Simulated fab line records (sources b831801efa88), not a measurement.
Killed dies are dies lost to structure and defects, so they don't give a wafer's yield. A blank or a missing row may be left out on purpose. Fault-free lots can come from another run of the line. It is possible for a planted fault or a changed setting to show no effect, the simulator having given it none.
fab line records | flow gf180mcu
[record] lots = 15 | wafers = 45 | last_day = 34
route steps=602 shown PSD@258 SALICIDE@281 CONTACT@299
lots untouched by any fault: they come from a run of this same line in which no faults occurred
start_h: hours from the record's opening day to when the first of the lot's shown wafers began | wait_h: hours from the lot's prior step to this one | " repeats the value in the row above | L1.1+2: one row covering several wafers at once | - no value, or no start given | * or withheld: withheld | < > ~ a bound
route shown NAME@n: names a module that has steps shown in the file, with the first one's number in the route | usual: mean/standard deviation of fault-free wafers | same: alike in all rows | chamber/n: place in a boat | sites: each site's reading | _std_site: the values' standard deviation | _edge_site: inner sites' mean taken away from outer sites' mean | radius_mm: how far each site lies from the wafer's centre | mask NAME#n: copy n | behind: tool/chamber where the wafer was last shaped | hold: reason for holding the lot/hours on hold/outcome of the hold | device: which transistor (n, p or np) failed to switch | end of line: the route-end tests of the same wafers | a step given without rows: its recipe and nothing more | killed: count of dies lost to structure and defects at first sort (not the wafer's yield) | map: a wafer's dies, x killed, . not, _ none there
set.NAME: the setting the step ran with; set.NAME@STEP: the setting that earlier step ran with | model.NAME: the simulator's own value behind a step, which no gauge read
route steps across a sampled set of lots; one table per step, one row per wafer
services: a tool's chamber out of use, with start hour (start_h, from the record's first day; less than 0 if before it), hours out, and reason
[[steps]]
[step GF_PSD_STRIP_10]
[recipe] chemistry = O2/N2 | power_w = 1400 | pressure_mtorr = 1500 | platen_temp_c = 250 | o2_flow_sccm = 3000 | n2_flow_sccm = 300 | overash_fraction = 0.5
[usual] drypump_motor_current_A = 5.7/0.48 | heater_power_w = 345/38 | oes_product_au = 0.591/0.0049 | strip_time_to_endpoint_s = 16.54/0.039
lot.wafer | tool            | chamber | start_h | wait_h | drypump_motor_current_A | heater_power_w | oes_product_au | rf_hours_counter_h | strip_time_to_endpoint_s
L902.2    | plasma_asher-04 | 1       | 318.20  | 0.1    | 5.6                     | 418            | 0.589          | 51                 | 16.56
L902.5    | "               | 0       | "       | "      | 6.1                     | 303            | 0.596          | -                  | 16.56
L902.6    | "               | 1       | "       | "      | 5.6                     | 397            | 0.596          | -                  | 16.55
L904.2    | plasma_asher-01 | 1       | 334.92  | 0.1    | 5.6                     | 389            | 0.592          | 69                 | 16.52
L904.3    | "               | 0       | "       | "      | 6.7                     | 343            | 0.586          | -                  | 16.50
L904.4    | "               | 1       | "       | "      | 5.6                     | 377            | 0.594          | -                  | 16.55
L905.2    | plasma_asher-03 | 1       | 342.75  | 0.1    | 5.1                     | 334            | 0.587          | 23                 | 16.52
L905.3    | "               | 0       | "       | "      | 5.5                     | 313            | 0.599          | -                  | 16.49
L905.6    | "               | 1       | "       | "      | 5.1                     | 333            | 0.592          | -                  | 16.49
L908.2    | plasma_asher-01 | 0       | 368.85  | 0.1    | 6.7                     | 348            | 0.595          | 72                 | 16.55
L908.3    | "               | 1       | "       | "      | 5.6                     | 391            | 0.592          | -                  | 16.54
L908.4    | "               | 0       | "       | "      | 6.7                     | 339            | 0.591          | -                  | 16.54
L909.3    | plasma_asher-04 | 0       | 378.55  | 0.1    | 6.1                     | 311            | 0.590          | -                  | 16.51
L909.4    | "               | 1       | "       | "      | 5.6                     | 396            | 0.595          | -                  | 16.52
L909.6    | "               | 0       | "       | "      | 6.1                     | 302            | 0.587          | -                  | 16.57
L910.3    | plasma_asher-04 | 1       | 386.21  | 0.1    | 5.6                     | 402            | 0.588          | -                  | 16.53
L910.4    | "               | 0       | "       | "      | 6.1                     | 299            | 0.580          | -                  | 16.49
L910.5    | "               | 0       | "       | "      | 6.1                     | 306            | 0.595          | -                  | 16.48
L911.1    | plasma_asher-03 | 1       | 393.10  | 0.1    | 5.1                     | 335            | 0.589          | 28                 | 16.50
L911.2    | "               | 0       | "       | "      | 5.5                     | 303            | 0.601          | 28                 | 16.52
L911.6    | "               | 0       | "       | "      | 5.5                     | 314            | 0.583          | -                  | 16.49
L912.1    | plasma_asher-03 | 0       | 407.97  | 0.1    | 5.5                     | 314            | 0.596          | 29                 | 16.56
L912.2    | "               | 1       | "       | "      | 5.1                     | 339            | 0.595          | 29                 | 16.57
L912.5    | "               | 1       | "       | "      | 5.1                     | 335            | 0.596          | -                  | 16.52
L917.2    | plasma_asher-04 | 1       | 444.65  | 0.1    | 5.7                     | 408            | 0.584          | 64                 | 16.61
L917.4    | "               | 1       | "       | "      | 5.6                     | 391            | 0.597          | -                  | 16.60
L917.5    | "               | 0       | "       | "      | 6.1                     | 301            | 0.581          | -                  | 16.60
L919.1    | plasma_asher-04 | 0       | 477.60  | 0.1    | 6.1                     | 305            | 0.597          | 67                 | 16.51
L919.4    | "               | 1       | "       | "      | 5.6                     | 402            | 0.586          | -                  | 16.51
L919.5    | "               | 1       | "       | "      | 5.6                     | 398            | 0.591          | -                  | 16.54
L920.1    | plasma_asher-03 | 1       | 491.77  | 0.1    | 5.1                     | 331            | 0.584          | 39                 | 16.58
L920.4    | "               | 1       | "       | "      | 5.1                     | 336            | 0.590          | -                  | 16.57
L920.6    | "               | 0       | "       | "      | 5.5                     | 310            | 0.584          | -                  | 16.57
L921.1    | plasma_asher-01 | 1       | 497.32  | 0.1    | 5.6                     | 388            | 0.584          | 8                  | 16.52
L921.2    | "               | 0       | "       | "      | 6.7                     | 334            | 0.598          | 8                  | 16.51
L921.3    | "               | 1       | "       | "      | 5.6                     | 393            | 0.588          | -                  | 16.50
L923.3    | plasma_asher-04 | 0       | 500.55  | 0.1    | 6.2                     | 317            | 0.589          | -                  | 16.54
L923.5    | "               | 0       | "       | "      | 6.1                     | 308            | 0.598          | -                  | 16.58
L923.6    | "               | 1       | "       | "      | 5.6                     | 398            | 0.598          | -                  | 16.61
L924.2    | plasma_asher-04 | 1       | 513.62  | 0.1    | 5.6                     | 393            | 0.590          | 69                 | 16.57
L924.3    | "               | 1       | "       | "      | 5.6                     | 393            | 0.595          | -                  | 16.49
L924.6    | "               | 1       | "       | "      | 5.6                     | 396            | 0.596          | -                  | 16.53
L925.2    | plasma_asher-03 | 1       | 517.32  | 0.1    | 5.1                     | 333            | 0.597          | 41                 | 16.56
L925.3    | "               | 0       | "       | "      | 5.5                     | 305            | 0.585          | -                  | 16.55
L925.6    | "               | 0       | "       | "      | 5.5                     | 309            | 0.591          | -                  | 16.55
[step GF_SALICIDE_SPUTTER_03]
[recipe] material = TiN | target_thk_nm = 20 | power_w = 6500 | time_s = 16.7 | chamber_pressure_pa = 0.4
[usual] chamber_pressure_pa = 0.3999/0.00083 | throttle_valve_pct = 29.6/0.78
lot.wafer | tool           | chamber | start_h | wait_h | chamber_pressure_pa | throttle_valve_pct
L902.2    | pvd_sputter-02 | -       | 339.94  | 0.0    | 0.3996              | 29.4
L902.5    | "              | -       | "       | "      | 0.3998              | 30.2
L902.6    | "              | -       | "       | "      | 0.3985              | 29.1
L904.2    | pvd_sputter-01 | -       | 357.53  | 0.0    | 0.3999              | 31.2
L904.3    | "              | -       | "       | "      | 0.3996              | 28.7
L904.4    | "              | -       | "       | "      | 0.4000              | 29.3
L905.2    | pvd_sputter-02 | -       | 365.23  | 0.0    | 0.3992              | 29.0
L905.3    | "              | -       | "       | "      | 0.4002              | 30.3
L905.6    | "              | -       | "       | "      | 0.4016              | 30.0
L908.2    | pvd_sputter-02 | -       | 392.37  | 0.0    | 0.4003              | 30.3
L908.3    | "              | -       | "       | "      | 0.4000              | 29.2
L908.4    | "              | -       | "       | "      | 0.3995              | 30.1
L909.3    | pvd_sputter-04 | -       | 402.54  | 0.0    | 0.3990              | 30.4
L909.4    | "              | -       | "       | "      | 0.3995              | 30.1
L909.6    | "              | -       | "       | "      | 0.3991              | 28.9
L910.3    | pvd_sputter-01 | -       | 410.07  | 0.0    | 0.3992              | 28.1
L910.4    | "              | -       | "       | "      | 0.4000              | 29.3
L910.5    | "              | -       | "       | "      | 0.4003              | 31.7
L911.1    | pvd_sputter-01 | -       | 417.89  | 0.0    | 0.4004              | 31.5
L911.2    | "              | -       | "       | "      | 0.4011              | 28.4
L911.6    | "              | -       | "       | "      | 0.3995              | 28.5
L912.1    | pvd_sputter-02 | -       | 433.12  | 0.0    | 0.3994              | 29.4
L912.2    | "              | -       | "       | "      | 0.3994              | 30.0
L912.5    | "              | -       | "       | "      | 0.3983              | 29.0
L917.2    | pvd_sputter-01 | -       | 470.18  | 0.0    | 0.3997              | 29.0
L917.4    | "              | -       | "       | "      | 0.3995              | 29.2
L917.5    | "              | -       | "       | "      | 0.4003              | 28.8
L919.1    | pvd_sputter-02 | -       | 501.99  | 0.0    | 0.4008              | 29.3
L919.4    | "              | -       | "       | "      | 0.3998              | 29.9
L919.5    | "              | -       | "       | "      | 0.3997              | 30.2
L920.1    | pvd_sputter-04 | -       | 516.63  | 0.0    | 0.3981              | 28.6
L920.4    | "              | -       | "       | "      | 0.3991              | 30.4
L920.6    | "              | -       | "       | "      | 0.3985              | 29.2
L921.1    | pvd_sputter-04 | -       | 521.12  | 0.0    | 0.3989              | 30.4
L921.2    | "              | -       | "       | "      | 0.4006              | 29.8
L921.3    | "              | -       | "       | "      | 0.4003              | 29.2
L923.3    | pvd_sputter-01 | -       | 524.67  | 0.0    | 0.4009              | 29.3
L923.5    | "              | -       | "       | "      | 0.4000              | 29.2
L923.6    | "              | -       | "       | "      | 0.3993              | 31.5
L924.2    | pvd_sputter-02 | -       | 538.27  | 0.0    | 0.3998              | 29.2
L924.3    | "              | -       | "       | "      | 0.3993              | 30.2
L924.6    | "              | -       | "       | "      | 0.3998              | 30.3
L925.2    | pvd_sputter-02 | -       | 541.33  | 0.0    | 0.4004              | 29.5
L925.3    | "              | -       | "       | "      | 0.4001              | 29.2
L925.6    | "              | -       | "       | "      | 0.3999              | 29.8
[step GF_CONTACT_PEB_12]
[recipe] peb_temp_c = 135 | peb_time_s = 90 | resist = KrF
[usual] chill_plate_temp_C = 23.02/0.1 | exhaust_pa = 45.1/0.82
lot.wafer | tool           | chamber | start_h | wait_h | chill_plate_temp_C | exhaust_pa
L902.2    | litho_track-03 | 0       | 362.15  | -      | 23.16              | 44.6
L902.5    | "              | 0       | "       | "      | 23.10              | 45.0
L902.6    | "              | 0       | "       | "      | 23.20              | 44.7
L904.2    | litho_track-03 | 0       | 381.25  | -      | 23.08              | 44.1
L904.3    | "              | 0       | "       | "      | 23.13              | 44.8
L904.4    | "              | 0       | "       | "      | 23.13              | 43.7
L905.2    | litho_track-01 | 0       | 388.57  | -      | 23.05              | 47.1
L905.3    | "              | 0       | "       | "      | 22.94              | 45.9
L905.6    | "              | 0       | "       | "      | 23.02              | 46.4
L908.2    | litho_track-03 | 0       | 416.74  | -      | 23.03              | 44.8
L908.3    | "              | 0       | "       | "      | 23.05              | 44.3
L908.4    | "              | 0       | "       | "      | 22.92              | 44.2
L909.3    | litho_track-02 | -       | 428.26  | -      | -                  | -
L909.4    | "              | -       | "       | "      | -                  | -
L909.6    | "              | -       | "       | "      | -                  | -
L910.3    | litho_track-01 | -       | 434.91  | -      | -                  | -
L910.4    | "              | -       | "       | "      | -                  | -
L910.5    | "              | -       | "       | "      | -                  | -
L911.1    | litho_track-03 | -       | 442.71  | -      | -                  | -
L911.2    | "              | -       | "       | "      | -                  | -
L911.6    | "              | -       | "       | "      | -                  | -
L912.1    | litho_track-03 | 0       | 458.26  | -      | 23.00              | 45.5
L912.2    | "              | 0       | "       | "      | 23.03              | 45.1
L912.5    | "              | 0       | "       | "      | 22.99              | 44.4
L917.2    | litho_track-03 | 0       | 494.94  | -      | 22.98              | 45.6
L917.4    | "              | 0       | "       | "      | 22.84              | 45.4
L917.5    | "              | 0       | "       | "      | 22.95              | 46.0
L919.1    | litho_track-03 | 0       | 526.51  | -      | 22.99              | 46.1
L919.4    | "              | 0       | "       | "      | 23.05              | 45.1
L919.5    | "              | 0       | "       | "      | 22.87              | 45.7
L920.1    | litho_track-03 | 0       | 540.16  | -      | 23.16              | 44.9
L920.4    | "              | 0       | "       | "      | 23.16              | 45.0
L920.6    | "              | 0       | "       | "      | 22.95              | 44.9
L921.1    | litho_track-03 | 0       | 545.01  | -      | 23.23              | 44.4
L921.2    | "              | 0       | "       | "      | 23.02              | 44.1
L921.3    | "              | 0       | "       | "      | 23.14              | 44.9
L923.3    | litho_track-03 | 0       | 547.88  | -      | 22.85              | 46.3
L923.5    | "              | 0       | "       | "      | 22.94              | 44.8
L923.6    | "              | 0       | "       | "      | 22.88              | 45.4
L924.2    | litho_track-03 | 0       | 562.49  | -      | 23.16              | 43.6
L924.3    | "              | 0       | "       | "      | 23.14              | 45.1
L924.6    | "              | 0       | "       | "      | 23.23              | 45.5
L925.2    | litho_track-01 | 0       | 564.82  | -      | 22.93              | 44.3
L925.3    | "              | 0       | "       | "      | 23.07              | 45.5
L925.6    | "              | 0       | "       | "      | 23.06              | 44.7
[step GF_CONTACT_ETCH_16]
[recipe] chemistry = N2/H2 | target_depth_a = withheld | overetch_a = withheld | time_s = withheld | target = BARC | ion_energy_ev = 200 | source_w = 500 | bias_w = 100 | pressure_mtorr = 30 | n2_flow_sccm = 100 | h2_flow_sccm = 200
[usual] drypump_motor_current_A = 5.5/0.55 | oes_product_au = 0.856/0.005 | throttle_valve_pct = 13.224/0.0086
lot.wafer | tool        | chamber | start_h | wait_h | drypump_motor_current_A | oes_product_au | throttle_valve_pct
L902.2    | rie_diel-04 | 2       | 362.62  | 0.0    | 4.7                     | 0.856          | 13.213
L902.5    | "           | 2       | "       | "      | 4.7                     | 0.852          | 13.223
L902.6    | "           | 1       | "       | "      | 6.4                     | 0.855          | 13.222
L904.2    | rie_diel-01 | 2       | 381.72  | 0.0    | 5.8                     | 0.850          | 13.214
L904.3    | "           | 1       | "       | "      | 6.0                     | 0.849          | 13.212
L904.4    | "           | 3       | "       | "      | 5.3                     | 0.861          | 13.226
L905.2    | rie_diel-01 | 2       | 389.05  | 0.0    | 5.8                     | 0.857          | 13.228
L905.3    | "           | 0       | "       | "      | 5.5                     | 0.854          | 13.235
L905.6    | "           | 1       | "       | "      | 6.1                     | 0.861          | 13.214
L908.2    | rie_diel-04 | 0       | 417.22  | 0.0    | 5.1                     | 0.859          | 13.226
L908.3    | "           | 2       | "       | "      | 4.8                     | 0.851          | 13.217
L908.4    | "           | 3       | "       | "      | 5.3                     | 0.859          | 13.228
L909.3    | rie_diel-04 | 3       | 428.70  | 0.0    | 5.3                     | 0.858          | 13.217
L909.4    | "           | 2       | "       | "      | 4.8                     | 0.858          | 13.220
L909.6    | "           | 1       | "       | "      | 6.4                     | 0.855          | 13.230
L910.3    | rie_diel-01 | 0       | 435.35  | 0.0    | 5.5                     | 0.854          | 13.234
L910.4    | "           | 3       | "       | "      | 5.3                     | 0.846          | 13.224
L910.5    | "           | 2       | "       | "      | 5.8                     | 0.854          | 13.220
L911.1    | rie_diel-04 | 2       | 443.22  | 0.0    | 4.8                     | 0.860          | 13.222
L911.2    | "           | 0       | "       | "      | 5.1                     | 0.856          | 13.217
L911.6    | "           | 2       | "       | "      | 4.8                     | 0.852          | 13.216
L912.1    | rie_diel-04 | 3       | 458.77  | 0.0    | 5.2                     | 0.856          | 13.219
L912.2    | "           | 0       | "       | "      | 5.0                     | 0.855          | 13.213
L912.5    | "           | 1       | "       | "      | 6.4                     | 0.855          | 13.239
L917.2    | rie_diel-04 | 2       | 495.42  | 0.0    | 4.7                     | 0.853          | 13.220
L917.4    | "           | 1       | "       | "      | 6.5                     | 0.859          | 13.224
L917.5    | "           | 3       | "       | "      | 5.2                     | 0.859          | 13.223
L919.1    | rie_diel-01 | 2       | 527.07  | 0.0    | 5.8                     | 0.840          | 13.223
L919.4    | "           | 1       | "       | "      | 6.1                     | 0.848          | 13.216
L919.5    | "           | 3       | "       | "      | 5.3                     | 0.852          | 13.221
L920.1    | rie_diel-01 | 1       | 540.67  | 0.0    | 6.1                     | 0.861          | 13.238
L920.4    | "           | 3       | "       | "      | 5.3                     | 0.855          | 13.236
L920.6    | "           | 3       | "       | "      | 5.3                     | 0.855          | 13.211
L921.1    | rie_diel-01 | 0       | 545.51  | 0.0    | 5.5                     | 0.861          | 13.229
L921.2    | "           | 2       | "       | "      | 5.8                     | 0.865          | 13.233
L921.3    | "           | 3       | "       | "      | 5.3                     | 0.862          | 13.216
L923.3    | rie_diel-01 | 2       | 548.31  | 0.0    | 5.8                     | 0.859          | 13.211
L923.5    | "           | 2       | "       | "      | 5.8                     | 0.861          | 13.216
L923.6    | "           | 0       | "       | "      | 5.5                     | 0.854          | 13.238
L924.2    | rie_diel-04 | 3       | 562.96  | 0.0    | 5.3                     | 0.865          | 13.210
L924.3    | "           | 2       | "       | "      | 4.7                     | 0.861          | 13.210
L924.6    | "           | 3       | "       | "      | 5.3                     | 0.862          | 13.221
L925.2    | rie_diel-04 | 3       | 565.30  | 0.0    | 5.2                     | 0.854          | 13.226
L925.3    | "           | 2       | "       | "      | 4.8                     | 0.858          | 13.216
L925.6    | "           | 2       | "       | "      | 4.7                     | 0.855          | 13.238
[[services]]
tool            | chamber | start_h | hours | kind
plasma_asher-01 | -       | 304.34  | 0.5   | repair
rie_diel-01     | 1       | 308.98  | 11.7  | repair
rie_diel-01     | 0       | 336.41  | 14.1  | repair
rie_diel-04     | 3       | 346.01  | 26.6  | repair
rie_diel-04     | 1       | 370.42  | 4.5   | repair
pvd_sputter-01  | -       | 385.15  | 7.9   | repair
rie_diel-01     | 1       | 410.42  | 2.2   | repair
rie_diel-01     | -       | 413.33  | 1.4   | repair
rie_diel-01     | 3       | 419.17  | 10.1  | repair
plasma_asher-01 | -       | 421.25  | 9.0   | pm
plasma_asher-04 | -       | 427.98  | 0.6   | repair
plasma_asher-03 | -       | 444.64  | 0.5   | repair
rie_diel-04     | 1       | 452.52  | 2.9   | repair
pvd_sputter-01  | -       | 459.55  | 0.6   | repair
plasma_asher-03 | -       | 468.14  | 0.7   | repair
rie_diel-04     | 1       | 472.86  | 20.6  | repair
plasma_asher-04 | -       | 474.52  | 2.8   | pm
plasma_asher-04 | -       | 482.36  | 15.6  | pm
rie_diel-01     | -       | 484.07  | 2.2   | repair
rie_diel-04     | 3       | 484.54  | 3.9   | repair
rie_diel-01     | -       | 504.98  | 2.8   | pm
rie_diel-04     | 0       | 543.60  | 2.6   | repair
rie_diel-01     | 1       | 545.20  | 23.7  | repair
pvd_sputter-02  | -       | 557.42  | 12.3  | repair
[[key]]
[first_sign] step = GF_CONTACT_PEB_12 | reading = tool_record | direction = missing
effect none on later readings
met_at GF_CONTACT_PEB_12
struck_lots L909,L910,L911
later_rows_left_out L909.3,L909.4,L909.6,L910.3,L910.4,L910.5,L911.1,L911.2,L911.6
sort_left_out L909.3,L909.4,L909.6,L910.3,L910.4,L910.5,L911.1,L911.2,L911.6
tester_left_out L909,L910,L911
not_acting_at GF_PSD_STRIP_10,GF_SALICIDE_SPUTTER_03,GF_CONTACT_ETCH_16
onset_between 416.74 428.26
[fault] kind = skipped_step_whole | tool = litho_track-01,litho_track-02,litho_track-03 | chamber = - | onset_h = 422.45 | steps = GF_CONTACT_PEB_12 | scope = struck_lots_only
// tester_left_out: of these lots the tester's yield and bins aren't shown, on N5 and GAA mostly nor the transistor test; their killed dies are dies lost to structure and defects alone, not to doping, threshold or leakage, so they don't give the yield
// sort_left_out: the simulated sort isn't trusted on such a fault, so these wafers' sort isn't shown, and their yield isn't known
// later_rows_left_out: the simulator's readings of these wafers behind a module that went badly wrong aren't trusted and aren't shown, but for the sort
